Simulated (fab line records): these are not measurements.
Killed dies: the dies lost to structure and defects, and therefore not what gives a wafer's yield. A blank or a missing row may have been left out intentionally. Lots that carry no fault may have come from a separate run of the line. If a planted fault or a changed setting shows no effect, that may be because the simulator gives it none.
Shared-tool check / flow sky130 / 13 lots, 39 wafers sampled

== THE REASON FOR OPENING IT ==
Flagged at SKY_VIA1_CD_MEAS_12: reading cd_nm, on 1 of 13 lots. Fault-free wafers read 149.9 nm, with a standard deviation of 1.5.
Rule: a lot is flagged when every wafer of it that has a number lies more than 4 standard deviations from that mean, or none has a number. The rest of the lots are taken to be sound.

lot=L400; measured=day 34 08:34; on=cd_sem-02; cd_nm (nm), wafer by wafer=154.6 155.4 152.0; flag=
lot=L401; measured=day 34 19:08; on=cd_sem-02; cd_nm (nm), wafer by wafer=150.1 149.2 149.4; flag=
lot=L402; measured=day 35 02:25; on=cd_sem-02; cd_nm (nm), wafer by wafer=149.4 149.1 149.7; flag=
lot=L403; measured=day 35 19:49; on=cd_sem-01; cd_nm (nm), wafer by wafer=149.2 148.0 148.5; flag=
lot=L404; measured=day 35 20:07; on=cd_sem-02; cd_nm (nm), wafer by wafer=150.0 149.7 148.6; flag=
lot=L405; measured=day 36 06:48; on=cd_sem-01; cd_nm (nm), wafer by wafer=150.8 150.1 152.2; flag=
lot=L406; measured=day 36 19:34; on=cd_sem-02; cd_nm (nm), wafer by wafer=149.6 151.2 148.0; flag=
lot=L408; measured=day 37 21:24; on=cd_sem-02; cd_nm (nm), wafer by wafer=111.0 39.4 -; flag=FLAGGED
lot=L419; measured=day 40 08:12; on=cd_sem-02; cd_nm (nm), wafer by wafer=148.9 149.9 149.1; flag=
lot=L421; measured=day 41 01:49; on=cd_sem-02; cd_nm (nm), wafer by wafer=150.3 150.5 151.1; flag=
lot=L420; measured=day 41 07:11; on=cd_sem-01; cd_nm (nm), wafer by wafer=149.9 148.0 147.9; flag=
lot=L422; measured=day 41 08:50; on=cd_sem-02; cd_nm (nm), wafer by wafer=150.8 151.0 151.2; flag=
lot=L423; measured=day 41 10:29; on=cd_sem-01; cd_nm (nm), wafer by wafer=148.2 151.2 148.7; flag=
The numbers of the flagged lots are 75.2 nm on average: -74.7 nm against the usual, or -50 standard deviations.

== WHICH TOOL RAN EACH LOT ==
3 process steps preceding the reading are held in the record, out of 708 steps in the route. In each cell: the tool, then ch and the chambers that the sampled wafers went through, then the start.
lot=L400; flag=; SKY_METAL1_METAL_ETCH_19=rie_metal-01 ch 0, day 33 04:31; SKY_METAL1_STRIP_20=plasma_asher-02 ch 1, day 33 04:40; SKY_VIA1_EXPOSE_09=krf_scanner-01 ch 0, day 33 19:04
lot=L401; flag=; SKY_METAL1_METAL_ETCH_19=rie_metal-02 ch 1, day 33 14:43; SKY_METAL1_STRIP_20=plasma_asher-02 ch 1, day 33 14:54; SKY_VIA1_EXPOSE_09=krf_scanner-02 ch 0, day 34 06:06
lot=L402; flag=; SKY_METAL1_METAL_ETCH_19=rie_metal-04 ch 0,1, day 33 22:04; SKY_METAL1_STRIP_20=plasma_asher-03 ch 0,1, day 33 22:10; SKY_VIA1_EXPOSE_09=krf_scanner-01 ch 0, day 34 13:13
lot=L403; flag=; SKY_METAL1_METAL_ETCH_19=rie_metal-01 ch 0,1, day 34 15:34; SKY_METAL1_STRIP_20=plasma_asher-03 ch 0,1, day 34 15:40; SKY_VIA1_EXPOSE_09=krf_scanner-01 ch 0, day 35 06:29
lot=L404; flag=; SKY_METAL1_METAL_ETCH_19=rie_metal-04 ch 0,1, day 34 16:13; SKY_METAL1_STRIP_20=plasma_asher-02 ch 0,1, day 34 16:19; SKY_VIA1_EXPOSE_09=krf_scanner-02 ch 0, day 35 06:53
lot=L405; flag=; SKY_METAL1_METAL_ETCH_19=rie_metal-04 ch 0,1, day 35 03:01; SKY_METAL1_STRIP_20=plasma_asher-04 ch 0,1, day 35 03:07; SKY_VIA1_EXPOSE_09=krf_scanner-02 ch 0, day 35 17:44
lot=L406; flag=; SKY_METAL1_METAL_ETCH_19=rie_metal-02 ch 0,1, day 35 15:32; SKY_METAL1_STRIP_20=plasma_asher-02 ch 0,1, day 35 15:38; SKY_VIA1_EXPOSE_09=krf_scanner-02 ch 0, day 36 06:34
lot=L408; flag=FLAGGED; SKY_METAL1_METAL_ETCH_19=rie_metal-01 ch 0,1, day 36 18:11; SKY_METAL1_STRIP_20=plasma_asher-04 ch 0,1, day 36 18:17; SKY_VIA1_EXPOSE_09=krf_scanner-02 ch 0, day 37 08:15
lot=L419; flag=; SKY_METAL1_METAL_ETCH_19=rie_metal-01 ch 0,1, day 39 05:40; SKY_METAL1_STRIP_20=plasma_asher-03 ch 0,1, day 39 05:47; SKY_VIA1_EXPOSE_09=krf_scanner-01 ch 0, day 39 19:22
lot=L421; flag=; SKY_METAL1_METAL_ETCH_19=rie_metal-01 ch 0,1, day 40 00:19; SKY_METAL1_STRIP_20=plasma_asher-04 ch 1, day 40 00:25; SKY_VIA1_EXPOSE_09=krf_scanner-02 ch 0, day 40 14:04
lot=L420; flag=; SKY_METAL1_METAL_ETCH_19=rie_metal-02 ch 0,1, day 40 05:24; SKY_METAL1_STRIP_20=plasma_asher-04 ch 0,1, day 40 05:29; SKY_VIA1_EXPOSE_09=krf_scanner-02 ch 0, day 40 18:44
lot=L422; flag=; SKY_METAL1_METAL_ETCH_19=rie_metal-02 ch 0,1, day 40 08:51; SKY_METAL1_STRIP_20=plasma_asher-02 ch 0,1, day 40 08:57; SKY_VIA1_EXPOSE_09=krf_scanner-02 ch 0, day 40 21:27
lot=L423; flag=; SKY_METAL1_METAL_ETCH_19=rie_metal-01 ch 1, day 40 09:19; SKY_METAL1_STRIP_20=plasma_asher-03 ch 0,1, day 40 09:25; SKY_VIA1_EXPOSE_09=krf_scanner-01 ch 0, day 40 22:30
These steps, and what they do:
- SKY_METAL1_METAL_ETCH_19: etches the open film in Cl2/BCl3, stops on SiO2, target depth 360 nm, time 78 s.
- SKY_METAL1_STRIP_20: strips in O2/N2.
- SKY_VIA1_EXPOSE_09: exposes mask VIM, target cd 150 nm.
- SKY_VIA1_CD_MEAS_12: target cd 150 nm.

== FLAGGED AGAINST TOTAL, ONE TOOL AT A TIME (gauges that did the reading follow at the end) ==
step=SKY_METAL1_METAL_ETCH_19; tool=rie_metal-01; lots run=6; flagged=1; share of the flagged lots=all; sound lots run after its first flagged lot=3 (L419,L421,L423)
step=SKY_METAL1_METAL_ETCH_19; tool=rie_metal-02; lots run=4; flagged=0; share of the flagged lots=none; sound lots run after its first flagged lot=-
step=SKY_METAL1_METAL_ETCH_19; tool=rie_metal-04; lots run=3; flagged=0; share of the flagged lots=none; sound lots run after its first flagged lot=-
step=SKY_METAL1_STRIP_20; tool=plasma_asher-02; lots run=5; flagged=0; share of the flagged lots=none; sound lots run after its first flagged lot=-
step=SKY_METAL1_STRIP_20; tool=plasma_asher-03; lots run=4; flagged=0; share of the flagged lots=none; sound lots run after its first flagged lot=-
step=SKY_METAL1_STRIP_20; tool=plasma_asher-04; lots run=4; flagged=1; share of the flagged lots=all; sound lots run after its first flagged lot=2 (L421,L420)
step=SKY_VIA1_EXPOSE_09; tool=krf_scanner-01; lots run=5; flagged=0; share of the flagged lots=none; sound lots run after its first flagged lot=-
step=SKY_VIA1_EXPOSE_09; tool=krf_scanner-02; lots run=8; flagged=1; share of the flagged lots=all; sound lots run after its first flagged lot=3 (L421,L420,L422)
step=SKY_VIA1_CD_MEAS_12; tool=cd_sem-01; lots run=4; flagged=0; share of the flagged lots=none; sound lots run after its first flagged lot=-
step=SKY_VIA1_CD_MEAS_12; tool=cd_sem-02; lots run=9; flagged=1; share of the flagged lots=all; sound lots run after its first flagged lot=3 (L419,L421,L422)

== THE TABLE: WHAT IT ALLOWS ==
4 rows of the table ran every flagged lot: rie_metal-01 at SKY_METAL1_METAL_ETCH_19, plasma_asher-04 at SKY_METAL1_STRIP_20, krf_scanner-02 at SKY_VIA1_EXPOSE_09, cd_sem-02 at SKY_VIA1_CD_MEAS_12.
- rie_metal-01 at SKY_METAL1_METAL_ETCH_19 ran 6 lots, 1 of them flagged. Lots that were sound ran on it after the first flagged one (L419, L421, L423); a persistent fault on the entire tool would not allow that.
- plasma_asher-04 at SKY_METAL1_STRIP_20 ran 4 lots, 1 of them flagged. Lots that were sound ran on it after the first flagged one (L421, L420); a persistent fault on the entire tool would not allow that.
- krf_scanner-02 at SKY_VIA1_EXPOSE_09 ran 8 lots, 1 of them flagged. Lots that were sound ran on it after the first flagged one (L421, L420, L422); a persistent fault on the entire tool would not allow that. Its own readings (exposure_dose_mJ_cm2) fall more than 4 standard deviations out on all wafers of the flagged lots.
- cd_sem-02 at SKY_VIA1_CD_MEAS_12 ran 9 lots, 1 of them flagged. Lots that were sound ran on it after the first flagged one (L419, L421, L422); a persistent fault on the entire tool would not allow that.
No row of the table ran every flagged lot and no sound lot after the first.

== WHAT THE SIMULATOR HAD INSERTED ==
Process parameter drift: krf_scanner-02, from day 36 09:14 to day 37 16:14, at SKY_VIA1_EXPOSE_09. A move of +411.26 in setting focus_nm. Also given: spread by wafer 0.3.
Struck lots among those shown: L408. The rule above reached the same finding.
